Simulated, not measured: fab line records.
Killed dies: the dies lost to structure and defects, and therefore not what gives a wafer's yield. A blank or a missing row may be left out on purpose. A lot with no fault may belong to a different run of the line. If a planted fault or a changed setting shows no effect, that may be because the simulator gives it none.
What tool caused it? ; flow gf180mcu ; 14 lots, 41 wafers sampled, at 4 steps of a route of 602

## WHAT THE GAUGES SHOWED, per wafer
GF_M3_CD_MEAS_14: target cd 280 nm. Usual: cd nm 279.8 nm, standard deviation 1.1.
lot;measured;on;cd nm (nm);flag
L294;day 22 10:12;cd sem-02;278.2 278.6 278.4;
L295;day 22 14:36;cd sem-01;281.0 280.9 280.2;
L296;day 22 19:21;cd sem-02;279.5 279.1 278.6;
L298;day 23 01:18;cd sem-02;280.0 278.8 279.7;
L297;day 23 04:56;cd sem-01;281.5 280.8 280.5;
L299;day 23 16:13;cd sem-02;278.7 277.7 277.4;
L300;day 24 01:17;cd sem-02;280.7 281.1 280.8;
L302;day 24 10:35;cd sem-01;279.8;
L304;day 25 10:56;cd sem-02;281.7 281.9;
L312;day 27 20:49;cd sem-02;279.8 280.2 280.4;
L313;day 27 23:35;cd sem-02;280.9 281.7 281.1;
L314;day 28 13:21;cd sem-01;280.2 279.8 282.0;
L315;day 28 15:01;cd sem-02;280.9 279.4 279.9;
L316;day 28 19:48;cd sem-01;280.4 279.8 280.5;

GF_V3_THK_MEAS_01. Usual: V3_CVD_00_THK typically reads 604 nm, with standard deviation 5.1.
lot;measured;on;V3_CVD_00_THK (nm);flag
L294;day 22 11:04;film metro-01;612 601 605;
L295;day 22 15:28;film metro-03;596 600 599;
L296;day 22 20:13;film metro-01;601 598 602;
L298;day 23 02:10;film metro-01;598 599 605;
L297;day 23 05:50;film metro-01;602 595 597;
L299;day 23 17:08;film metro-04;609 605 605;
L300;day 24 02:08;film metro-01;599 603 599;
L302;day 24 11:33;film metro-03;605;
L304;day 25 12:13;film metro-04;605 604;
L312;day 27 21:41;film metro-01;601 599 603;
L313;day 28 00:29;film metro-03;609 610 604;
L314;day 28 14:14;film metro-01;615 610 607;
L315;day 28 15:55;film metro-01;603 603 595;
L316;day 28 20:40;film metro-04;607 606 596;

## TOOL THAT RAN EACH LOT (tool first, then ch and the chambers of the sampled wafers, then the start)
lot;GF_CONTACT_CMP_27;GF_M3_SPUTTER_00
L294;cmp-01 ch 0,1,2, day 17 04:33;pvd sputter-01, day 21 10:19
L295;cmp-02 ch 2,3, day 17 08:18;pvd sputter-01, day 21 15:21
L296;cmp-02 ch 0,1,2, day 17 13:05;pvd sputter-04, day 21 19:48
L298;cmp-02 ch 0,1,2, day 17 17:59;pvd sputter-03, day 22 01:55
L297;cmp-02 ch 1,2,3, day 17 22:08;pvd sputter-01, day 22 05:33
L299;cmp-01 ch 0,1, day 18 10:32;pvd sputter-01, day 22 16:52
L300;cmp-02 ch 1,3, day 18 18:19;pvd sputter-03, day 23 02:28
L302;cmp-02 ch 2, day 19 06:07;pvd sputter-04, day 23 11:52
L304;cmp-02 ch 1,2,3, day 20 11:11;pvd sputter-04, day 24 13:55
L312;cmp-02 ch 1,2,3, day 23 02:38;pvd sputter-04, day 27 00:53
L313;cmp-02 ch 0,2,3, day 23 08:29;pvd sputter-04, day 27 05:10
L314;cmp-02 ch 0,1, day 23 18:19;pvd sputter-01, day 27 17:34
L315;cmp-01 ch 0,2,3, day 23 23:14;pvd sputter-04, day 27 18:50
L316;cmp-02 ch 1,2, day 24 07:03;pvd sputter-01, day 27 23:59
- GF_CONTACT_CMP_27: polishes, stops on SiO2, t overpolish 15 s, target thk 0 nm.
- GF_M3_SPUTTER_00: material Ti, target thk 37.5 nm, time 150 s.

## AS READ BY THE TOOLS THEMSELVES (means over the sampled wafers that have a number; for cases with no such wafer, the mark the record gives instead)
GF_CONTACT_CMP_27. Usual: head pressure psi 3.500 psi, standard deviation 0.0083; motor current A 10.8 A, standard deviation 1.3; overpolish run s 15.000 s, standard deviation 0.0093; time to endpoint s 73.1 s, standard deviation 2.8.
lot;tool;head pressure psi (psi);motor current A (A);overpolish run s (s);time to endpoint s (s);flag
L294;cmp-01;3.495;11.0;14.995;71.4;
L295;cmp-02;3.499;11.5;15.000;74.7;
L296;cmp-02;3.501;10.6;14.997;73.8;
L298;cmp-02;3.498;10.9;15.015;74.1;
L297;cmp-02;3.505;10.4;15.009;76.6;
L299;cmp-01;3.509;10.7;14.995;68.3;
L300;cmp-02;3.498;10.4;14.996;71.5;
L302;cmp-02;3.502;10.9;7.519;95.1;OFF
L304;cmp-02;3.499;10.4;10.011;88.2;OFF
L312;cmp-02;3.509;10.3;15.001;73.9;
L313;cmp-02;3.506;11.7;15.005;77.2;
L314;cmp-02;3.503;9.8;15.004;71.8;
L315;cmp-01;3.492;10.2;15.001;72.1;
L316;cmp-02;3.503;10.2;15.003;71.9;

GF_M3_SPUTTER_00. Usual: throttle valve pct 30.4 %, standard deviation 0.96.
lot;tool;throttle valve pct (%);flag
L294;pvd sputter-01;30.1;
L295;pvd sputter-01;30.1;
L296;pvd sputter-04;30.1;
L298;pvd sputter-03;30.4;
L297;pvd sputter-01;29.9;
L299;pvd sputter-01;29.9;
L300;pvd sputter-03;30.5;
L302;pvd sputter-04;32.2;
L304;pvd sputter-04;31.6;
L312;pvd sputter-04;30.8;
L313;pvd sputter-04;30.2;
L314;pvd sputter-01;30.2;
L315;pvd sputter-04;31.2;
L316;pvd sputter-01;30.1;

## THE ANSWER, worked out from the rows above alone
Rule: a lot counts as off when the mean over its wafers that have a number is more than 3 standard deviations away from the usual mean. Also off: a lot with no number at a reading for which 4 or more lots have one. The other lots that the step has rows for count as sound. Order of review: gauges by route order, followed by the tools' own readings, for which a lot's mean as printed above is used. At the first step where some lot is off, the reading lying furthest off is the one used; lots without a number count as furthest.
Off at GF_CONTACT_CMP_27 (overpolish run s): L302, L304.
A tool fits if, at that step or a process step before it, it ran every lot that is off, and no sound lot after the first of them. None of those tried fits.

## WHAT THE SIMULATOR HAD INSERTED
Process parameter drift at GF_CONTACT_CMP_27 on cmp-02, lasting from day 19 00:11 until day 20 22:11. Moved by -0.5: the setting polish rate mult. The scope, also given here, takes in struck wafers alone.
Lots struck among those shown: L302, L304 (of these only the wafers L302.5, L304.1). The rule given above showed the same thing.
